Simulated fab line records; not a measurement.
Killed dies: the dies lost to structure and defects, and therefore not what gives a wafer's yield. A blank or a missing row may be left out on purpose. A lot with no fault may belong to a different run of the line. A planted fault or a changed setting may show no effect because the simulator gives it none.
A single fault, viewed from 2 desks ; flow gf180mcu ; only its own numbers are on each desk; what lay behind them is given at the end

== TOOL OWNER'S DESK, rieDiel-02 ==
The tool's own readings at GF_M5_ETCH_09 (etches Si3N4 in CF4/O2, target depth 52 nm, time 11.6 s): means of the sampled wafers that have a number, for each lot that ran on this tool. A lot is out of limits, marked OUT, if its mean lies more than 4 standard deviations from the usual mean; the brackets give that distance.
Columns: A = drypumpMotorCurrentA at GF_M5_ETCH_09, usual 5.8 A; B = oesProductAu at GF_M5_ETCH_09, usual 0.995 a.u.; C = throttleValvePct at GF_M5_ETCH_09, usual 5.969 %
lot;first seen here;A;B;C
L364;day 26 12:40;5.6;1.005;5.973
L373;day 29 07:37;5.9;0.997;5.972
L375;day 30 01:28;5.9;0.997;5.964
L378;day 30 09:55;5.9;1.002;5.982
L379;day 31 01:09;5.7;0.997;5.977
L380;day 31 02:41;5.9;0.880 (-13) OUT;5.944
L384;day 32 00:34;5.7;0.878 (-13) OUT;5.928 (-4.8) OUT
L386;day 32 12:35;5.9;0.748 (-28) OUT;5.881 (-10) OUT
Finding of this desk: L380, L384, L386 out of limits; the first was L380 at day 31 02:41, on oesProductAu at GF_M5_ETCH_09. Within limits: L364, L373, L375, L378, L379.

== FROM THE METROLOGY DESK ==
Means of the sampled wafers that have a number, per lot and without regard to the tool the lot ran on: this is what the gauges read. A lot is out of limits, marked OUT, if its mean lies more than 4 standard deviations from the usual mean; the brackets give that distance.
Columns: A = MIM_ALCU_RS at GF_MIM_RS_MEAS_10, usual 0.1609 ohm/sq; B = V5_CVD_00_THK at GF_V5_THK_MEAS_01, usual 299 nm
lot;first seen here;A;B
L364;day 24 18:02;0.1630;300
L367;day 25 16:24;0.1607;297
L370;day 26 16:31;0.1621;300
L372;day 27 13:37;0.1603;298
L373;day 27 15:55;0.1606;303
L374;day 27 19:39;0.1601;297
L375;day 28 11:09;0.1611;304
L376;day 28 12:46;0.1599;302
L377;day 28 16:33;0.1627;298
L378;day 28 18:59;0.1619;298
L379;day 29 11:19;0.1592;299
L380;day 29 16:13;0.1588;297
L384;day 30 12:28;0.1586;298
L386;day 31 02:56;0.1627;290
This desk's verdict: no lot among the 14 shows anything out of limits.

== PUT TOGETHER ==
The tool owner's desk could have raised an alarm at day 31 02:41, on L380, L384, L386.
From the metrology desk's view, nothing was out of limits.
The metrology desk has L380, L384, L386 on record, within its limits.
On rieDiel-02, each named lot ran GF_M5_ETCH_09.

== WHAT HAD BEEN PUT IN BY THE SIMULATOR ==
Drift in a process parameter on rieDiel-02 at GF_M5_ETCH_09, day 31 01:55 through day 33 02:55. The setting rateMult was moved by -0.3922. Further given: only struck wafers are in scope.
Shown lots that were struck: L380, L384, L386.
Hours from the fault's start to each desk's first reading out of limits: the tool owner's desk, 1.
